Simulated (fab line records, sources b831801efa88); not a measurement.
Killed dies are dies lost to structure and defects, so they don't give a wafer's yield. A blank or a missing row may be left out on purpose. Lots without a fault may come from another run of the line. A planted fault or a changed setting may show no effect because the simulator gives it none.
A struck lot beside a sound one | flow sky130 | 14 steps out of a route of 708
Sound: wafers L355.2, L355.3, L355.5. Struck: wafers L359.1, L359.4, L359.6. The cause comes at the end.
At each step with rows: each side's tool, then ch and its chambers, then its first start. Under that, the readings that differ: sound wafers | struck wafers | difference of the means | sigmas: that difference in standard deviations of wafers without a fault.
alike: readings whose means differ by less than 2 such deviations, and words and numbers that are the same on both sides. not compared: withheld readings, readings that some wafer has no value for, bounds like >300 that may hide the same value, and numbers for which the record gives no deviation and whose values overlap.
The two part at a step that has a row with sigmas, a row that says differs or no value, or rows on one side only. Numbers that don't overlap but have no deviation are shown without sigmas and don't part them. A reading that every wafer of one side lacks parts them only if that side has two wafers or more.

SKY_CONTACT_OVL_MEAS_15:
  sound on overlay-01, day 36 02:23; struck on overlay-02, day 37 05:22
  alike: CONTACT_OVL
SKY_CONTACT_ETCH_16: etches BARC in N2/H2, stops on SiO2, time 45.9 s, target depth 60 nm.
  sound on rie_diel-02 ch 2,3, day 36 02:25; struck on rie_diel-01 ch 0,2, day 37 05:25
  alike: drypump_motor_current_A, n2_flow_sccm, oes_product_au, throttle_valve_pct
  not compared: rf_hours_counter_h
SKY_CONTACT_ETCH_17: etches SiO2 in C4F8/O2/Ar, stops on Si3N4, target depth 340 nm.
  sound on rie_diel-02 ch 2,3, day 36 02:27; struck on rie_diel-01 ch 0,2, day 37 05:27
  alike: oes_product_au
SKY_CONTACT_ETCH_18: etches Si3N4 in CHF3/O2, stops on TiN, time 39 s, target depth 75 nm.
  sound on rie_diel-02 ch 2,3; struck on rie_diel-01 ch 0,2
  alike: drypump_motor_current_A, oes_product_au, throttle_valve_pct
  not compared: rf_hours_counter_h
SKY_CONTACT_STRIP_19: strips in O2/N2.
  sound on plasma_asher-03 ch 1, day 36 02:32; struck on plasma_asher-01 ch 0,1, day 37 05:32
  alike: drypump_motor_current_A, n2_flow_sccm, oes_product_au, strip_time_to_endpoint_s
  not compared: rf_hours_counter_h
then, 4 steps without rows for these wafers: SKY_CONTACT_STRIP_20 (strips in post etch residue remover, time 1200 s); SKY_CONTACT_CLEAN_21 (cleans in IPA, time 180 s); SKY_CONTACT_CLEAN_22 (cleans in O3/DIW); SKY_CONTACT_SPUTTER_23 (material TiN, target thk 20 nm, time 80 s).
SKY_CONTACT_CVD_24: deposits W, target thk 340 nm, time 102.12 s.
  sound on cvd_w-01 ch 0,1, day 36 03:14; struck on cvd_w-02 ch 0,1, day 37 06:14
  alike: heater_power_w
  not compared: since_wet_clean_h
SKY_CONTACT_RS_MEAS_25: measures by four-point-probe.
  sound on film_metro-02, day 36 03:22; struck on film_metro-01, day 37 06:20
  alike: CONTACT_W_RS
SKY_CONTACT_THK_MEAS_26: measures by xrf.
  sound on film_metro-02, day 36 03:28; struck on film_metro-01, day 37 06:28
  alike: CONTACT_W_THK
SKY_CONTACT_CMP_27: polishes, stops on SiO2, t overpolish 15 s, target thk 0 nm.
  sound on cmp-02 ch 1,2, day 36 03:36; struck on cmp-02 ch 0,1,3, day 37 06:37
  no value came back on the struck wafers for any of 6 readings (edge_zone_pressure_frac, head_pressure_psi (psi) and others); on the sound wafers edge_zone_pressure_frac reads 0.997 1.006 1.002
  reading                                     | sound             | struck            | difference | sigmas
  model.W_of_CONTACT_CVD_24.thk_nm (nm)       | 0 0 0             | 341.2 344.1 342.3 | +342.5     |
  model.SiO2_of_CONTACT_HDPCVD_02.thk_nm (nm) | 335.8 336.8 336.5 | 340.7 339.9 341.5 | +4.3       |
-- the record jumps here: 13 days lie between the struck wafers' starts before and after (it left off in module CONTACT and takes up again in module PAD_OPEN, whose first step shown is number 708 of the route) --
SKY_PAD_OPEN_PROBE_99:
  sound on prober-02, day 49 06:00; struck on prober-02, day 49 22:13
  reading            | sound    | struck      | difference | sigmas
  killed_at_contacts | 26 24 22 | 430 429 442 | +410       | +69
  killed_dies        | 85 75 80 | 492 492 492 | +412       | +42
  killed_on_rim      | 18 16 16 | 96 96 96    | +79        | +20
  alike: killed_at_M0_to_M3, killed_at_M4_up, killed_at_front_end, killed_at_other, killed_open, killed_short

WHERE THEY PART
First at SKY_CONTACT_CMP_27; last, within this record, at SKY_PAD_OPEN_PROBE_99.

WHY: what the simulator had put in
Skipped step whole: cmp-02, from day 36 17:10 on, at SKY_CONTACT_CMP_27. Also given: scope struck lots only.
